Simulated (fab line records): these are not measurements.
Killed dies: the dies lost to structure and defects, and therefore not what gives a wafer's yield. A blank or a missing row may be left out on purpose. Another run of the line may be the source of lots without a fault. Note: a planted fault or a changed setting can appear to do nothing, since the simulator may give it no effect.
Split-lot experiment / flow sfq-line / route with 325 steps; 5 lots, 27 wafers read

## THE SPLIT
At SFQ_TRILAYER_INCOMING_OXIDATION_002 (target thk 500 nm, ox time 4939 s), the setting ox-time-s was moved away from the recipe's 4939 s on 24 of the 27 wafers read, by -47.1% to +30.1%. This setting was run at the recipe's value on the other wafers.

Reading taken at the split's own step.

## THE READING
SiO2_of_TRILAYER_INCOMING_OXIDATION_002.thk-nm (the simulator's own value, which no gauge read), in nm, at SFQ_TRILAYER_INCOMING_OXIDATION_002 (target thk 500 nm, ox time 4939 s). There is no usual value for it anywhere in the file. Here, 3 wafers ran the recipe; their average is 505.5 nm with a standard deviation of 4.3 nm.

wafer=L074.4; tool, chamber at the split=furnace-01, 0; ox-time-s as run, s=4939; against the recipe=recipe; SiO2_of_TRILAYER_INCOMING_OXIDATION_002.thk-nm, nm=506.1; against lot-mates on the recipe=-
wafer=L074.5; tool, chamber at the split=furnace-01, 0; ox-time-s as run, s=4939; against the recipe=recipe; SiO2_of_TRILAYER_INCOMING_OXIDATION_002.thk-nm, nm=500; against lot-mates on the recipe=-
wafer=L074.6; tool, chamber at the split=furnace-01, 0; ox-time-s as run, s=4939; against the recipe=recipe; SiO2_of_TRILAYER_INCOMING_OXIDATION_002.thk-nm, nm=510.4; against lot-mates on the recipe=-
wafer=L076.1; tool, chamber at the split=-, -; ox-time-s as run, s=6143; against the recipe=+24.4%; SiO2_of_TRILAYER_INCOMING_OXIDATION_002.thk-nm, nm=573.3; against lot-mates on the recipe=no lot-mate on the recipe
wafer=L076.2; tool, chamber at the split=-, -; ox-time-s as run, s=6143; against the recipe=+24.4%; SiO2_of_TRILAYER_INCOMING_OXIDATION_002.thk-nm, nm=576.5; against lot-mates on the recipe=no lot-mate on the recipe
wafer=L076.3; tool, chamber at the split=-, -; ox-time-s as run, s=6143; against the recipe=+24.4%; SiO2_of_TRILAYER_INCOMING_OXIDATION_002.thk-nm, nm=573.7; against lot-mates on the recipe=no lot-mate on the recipe
wafer=L076.4; tool, chamber at the split=-, -; ox-time-s as run, s=6143; against the recipe=+24.4%; SiO2_of_TRILAYER_INCOMING_OXIDATION_002.thk-nm, nm=571.5; against lot-mates on the recipe=no lot-mate on the recipe
wafer=L076.5; tool, chamber at the split=-, -; ox-time-s as run, s=6143; against the recipe=+24.4%; SiO2_of_TRILAYER_INCOMING_OXIDATION_002.thk-nm, nm=579.8; against lot-mates on the recipe=no lot-mate on the recipe
wafer=L076.6; tool, chamber at the split=-, -; ox-time-s as run, s=6143; against the recipe=+24.4%; SiO2_of_TRILAYER_INCOMING_OXIDATION_002.thk-nm, nm=577.5; against lot-mates on the recipe=no lot-mate on the recipe
wafer=L078.1; tool, chamber at the split=-, -; ox-time-s as run, s=2615; against the recipe=-47.1%; SiO2_of_TRILAYER_INCOMING_OXIDATION_002.thk-nm, nm=319.9; against lot-mates on the recipe=no lot-mate on the recipe
wafer=L078.2; tool, chamber at the split=-, -; ox-time-s as run, s=2615; against the recipe=-47.1%; SiO2_of_TRILAYER_INCOMING_OXIDATION_002.thk-nm, nm=311.2; against lot-mates on the recipe=no lot-mate on the recipe
wafer=L078.3; tool, chamber at the split=-, -; ox-time-s as run, s=2615; against the recipe=-47.1%; SiO2_of_TRILAYER_INCOMING_OXIDATION_002.thk-nm, nm=321.8; against lot-mates on the recipe=no lot-mate on the recipe
wafer=L078.4; tool, chamber at the split=-, -; ox-time-s as run, s=2615; against the recipe=-47.1%; SiO2_of_TRILAYER_INCOMING_OXIDATION_002.thk-nm, nm=317.2; against lot-mates on the recipe=no lot-mate on the recipe
wafer=L078.5; tool, chamber at the split=-, -; ox-time-s as run, s=2615; against the recipe=-47.1%; SiO2_of_TRILAYER_INCOMING_OXIDATION_002.thk-nm, nm=320; against lot-mates on the recipe=no lot-mate on the recipe
wafer=L078.6; tool, chamber at the split=-, -; ox-time-s as run, s=2615; against the recipe=-47.1%; SiO2_of_TRILAYER_INCOMING_OXIDATION_002.thk-nm, nm=312.5; against lot-mates on the recipe=no lot-mate on the recipe
wafer=L079.1; tool, chamber at the split=-, -; ox-time-s as run, s=6428; against the recipe=+30.1%; SiO2_of_TRILAYER_INCOMING_OXIDATION_002.thk-nm, nm=592.9; against lot-mates on the recipe=no lot-mate on the recipe
wafer=L079.2; tool, chamber at the split=-, -; ox-time-s as run, s=6428; against the recipe=+30.1%; SiO2_of_TRILAYER_INCOMING_OXIDATION_002.thk-nm, nm=589.3; against lot-mates on the recipe=no lot-mate on the recipe
wafer=L079.3; tool, chamber at the split=-, -; ox-time-s as run, s=6428; against the recipe=+30.1%; SiO2_of_TRILAYER_INCOMING_OXIDATION_002.thk-nm, nm=597.6; against lot-mates on the recipe=no lot-mate on the recipe
wafer=L079.4; tool, chamber at the split=-, -; ox-time-s as run, s=6428; against the recipe=+30.1%; SiO2_of_TRILAYER_INCOMING_OXIDATION_002.thk-nm, nm=592; against lot-mates on the recipe=no lot-mate on the recipe
wafer=L079.5; tool, chamber at the split=-, -; ox-time-s as run, s=6428; against the recipe=+30.1%; SiO2_of_TRILAYER_INCOMING_OXIDATION_002.thk-nm, nm=588.5; against lot-mates on the recipe=no lot-mate on the recipe
wafer=L079.6; tool, chamber at the split=-, -; ox-time-s as run, s=6428; against the recipe=+30.1%; SiO2_of_TRILAYER_INCOMING_OXIDATION_002.thk-nm, nm=586.7; against lot-mates on the recipe=no lot-mate on the recipe
wafer=L084.1; tool, chamber at the split=-, -; ox-time-s as run, s=3960; against the recipe=-19.8%; SiO2_of_TRILAYER_INCOMING_OXIDATION_002.thk-nm, nm=416.5; against lot-mates on the recipe=no lot-mate on the recipe
wafer=L084.2; tool, chamber at the split=-, -; ox-time-s as run, s=3960; against the recipe=-19.8%; SiO2_of_TRILAYER_INCOMING_OXIDATION_002.thk-nm, nm=409.3; against lot-mates on the recipe=no lot-mate on the recipe
wafer=L084.3; tool, chamber at the split=-, -; ox-time-s as run, s=3960; against the recipe=-19.8%; SiO2_of_TRILAYER_INCOMING_OXIDATION_002.thk-nm, nm=420; against lot-mates on the recipe=no lot-mate on the recipe
wafer=L084.4; tool, chamber at the split=-, -; ox-time-s as run, s=3960; against the recipe=-19.8%; SiO2_of_TRILAYER_INCOMING_OXIDATION_002.thk-nm, nm=412.9; against lot-mates on the recipe=no lot-mate on the recipe
wafer=L084.5; tool, chamber at the split=-, -; ox-time-s as run, s=3960; against the recipe=-19.8%; SiO2_of_TRILAYER_INCOMING_OXIDATION_002.thk-nm, nm=414.1; against lot-mates on the recipe=no lot-mate on the recipe
wafer=L084.6; tool, chamber at the split=-, -; ox-time-s as run, s=3960; against the recipe=-19.8%; SiO2_of_TRILAYER_INCOMING_OXIDATION_002.thk-nm, nm=410.6; against lot-mates on the recipe=no lot-mate on the recipe

THE FIT
A straight line over all 27 wafers: SiO2_of_TRILAYER_INCOMING_OXIDATION_002.thk-nm changes by +3.59 nm for each +1% of ox-time-s; r = +1.00; the points scatter about the line by 7.7 nm.
Too few moved wafers have a lot-mate on the recipe to fit a line with each lot's own level taken away.

## THE FILE'S OWN FIT
SiO2_of_TRILAYER_INCOMING_OXIDATION_002.thk-nm changes by +3.59 nm for each +1% of ox-time-s, r = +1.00.
